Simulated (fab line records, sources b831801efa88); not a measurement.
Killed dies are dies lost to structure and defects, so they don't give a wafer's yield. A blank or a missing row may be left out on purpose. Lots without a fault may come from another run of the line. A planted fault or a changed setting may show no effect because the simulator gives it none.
Chamber matching | flow gf180mcu | GF_V3_CVD_02 on pecvd-01: 3 sister chambers
The step deposits SiO2 from TEOS, target thk 850 nm, time 94.851 s. 33 wafers are shown with their chamber, then 12 later ones without.

WAFERS WITH THEIR CHAMBER
wafer  | chamber | heater_power_w (W)
L077.2 | 0       | 596
L077.3 | 1       | 682
L077.4 | 2       | 452
L079.1 | 1       | 656
L079.2 | 0       | 593
L079.3 | 2       | 494
L079.4 | 2       | 544
L079.5 | 1       | 699
L079.6 | 0       | 631
L080.1 | 0       | 601
L080.5 | 2       | 586
L080.6 | 1       | 617
L082.1 | 1       | 723
L082.3 | 2       | 530
L082.6 | 1       | 739
L084.1 | 2       | 562
L084.4 | 2       | 476
L084.6 | 1       | 663
L085.1 | 1       | 720
L085.5 | 2       | 549
L085.6 | 0       | 620
L086.2 | 2       | 488
L086.4 | 2       | 543
L086.5 | 0       | 627
L087.1 | 2       | 578
L087.2 | 1       | 697
L087.3 | 0       | 631
L087.4 | 0       | 650
L087.5 | 1       | 746
L087.6 | 2       | 454
L089.1 | 0       | 583
L089.5 | 1       | 706
L089.6 | 2       | 555

SIGNATURES (means of the wafers above)
reading        | chamber 0 | chamber 1 | chamber 2 | scatter within a chamber
heater_power_w | 614.67    | 695.27    | 523.92    | 38.3
Rule: a wafer's distance from a chamber is the root of the sum, over the readings, of the square of ((its reading less the chamber's mean) divided by the reading's scatter). The wafer belongs to the nearest chamber; if the next one is less than 2 further off, it can't be placed. The scatter: the root of (the sum of the squares of (reading less its chamber's mean) over the shown wafers, divided by (wafers less chambers)).

WAFERS WITHOUT THEIR CHAMBER
wafer  | heater_power_w (W)
L090.1 | 569
L090.2 | 641
L090.3 | 723
L090.4 | 600
L090.5 | 529
L090.6 | 457
L095.1 | 481
L095.3 | 572
L095.6 | 618
L097.1 | 624
L097.2 | 481
L097.6 | 537

WHICH CHAMBER EACH WENT THROUGH
wafer  | from the rows above     | in truth
L090.1 | can't be placed: 2 or 0 | 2
L090.2 | can't be placed: 0 or 1 | 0
L090.3 | 1                       | 1
L090.4 | can't be placed: 0 or 2 | 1
L090.5 | 2                       | 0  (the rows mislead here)
L090.6 | 2                       | 2
L095.1 | 2                       | 2
L095.3 | can't be placed: 0 or 2 | 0
L095.6 | can't be placed: 0 or 1 | 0
L097.1 | can't be placed: 0 or 1 | 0
L097.2 | 2                       | 2
L097.6 | can't be placed: 2 or 0 | 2
Placed correctly: 4 of 12. Can't be placed from these rows: 7 (the true chamber is among the candidates in 6). Placed wrongly: 1.
